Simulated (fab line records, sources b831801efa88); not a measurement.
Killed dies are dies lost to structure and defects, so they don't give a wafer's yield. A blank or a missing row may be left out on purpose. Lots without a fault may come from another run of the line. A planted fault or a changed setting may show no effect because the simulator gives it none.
Chamber matching | flow sky130 | SKY_VIA4_CMP_02 on cmp-01: 4 sister chambers
The step polishes SiO2. 14 wafers are shown with their chamber, then 7 later ones without.

WAFERS WITH THEIR CHAMBER
wafer  | chamber | motor_current_A (A) | head_pressure_psi (psi)
L598.3 | 2       | 11.8                | 4.005
L598.4 | 3       | 13.7                | 3.973
L598.5 | 3       | 12.9                | 4.001
L602.2 | 3       | 12.9                | 3.996
L602.3 | 2       | 11.6                | 4.003
L602.4 | 0       | 11.4                | 4.001
L603.1 | 1       | 11.9                | 3.999
L603.2 | 2       | 11.9                | 4.002
L603.5 | 3       | 12.4                | 3.994
L617.1 | 2       | 12.0                | 4.010
L617.2 | 1       | 12.4                | 3.994
L617.5 | 0       | 11.3                | 4.010
L618.1 | 3       | 12.9                | 4.010
L618.2 | 1       | 12.2                | 3.996

SIGNATURES (means of the wafers above)
reading           | chamber 0 | chamber 1 | chamber 2 | chamber 3 | scatter within a chamber
motor_current_A   | 11.350    | 12.167    | 11.825    | 12.960    | 0.33
head_pressure_psi | 4.00550   | 3.99633   | 4.00500   | 3.99480   | 0.00915
Rule: a wafer's distance from a chamber is the root of the sum, over the readings, of the square of ((its reading less the chamber's mean) divided by the reading's scatter). The wafer belongs to the nearest chamber; if the next one is less than 2 further off, it can't be placed. The scatter: the root of (the sum of the squares of (reading less its chamber's mean) over the shown wafers, divided by (wafers less chambers)).

WAFERS WITHOUT THEIR CHAMBER
wafer  | motor_current_A (A) | head_pressure_psi (psi)
L618.5 | 13.2                | 4.008
L619.3 | 13.0                | 4.003
L619.4 | 10.7                | 4.006
L619.5 | 11.4                | 3.997
L620.2 | 10.5                | 3.987
L620.3 | 12.2                | 4.002
L620.4 | 13.1                | 3.997

WHICH CHAMBER EACH WENT THROUGH
wafer  | from the rows above               | in truth
L618.5 | can't be placed: 3 or 1           | 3
L619.3 | can't be placed: 3 or 1           | 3
L619.4 | can't be placed: 0 or 2           | 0
L619.5 | can't be placed: 0 or 2 or 1      | 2
L620.2 | can't be placed: 0 or 2 or 1      | 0
L620.3 | can't be placed: 1 or 2 or 3 or 0 | 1
L620.4 | 3                                 | 3
Placed correctly: 1 of 7. Can't be placed from these rows: 6 (the true chamber is among the candidates in 6). Placed wrongly: 0.
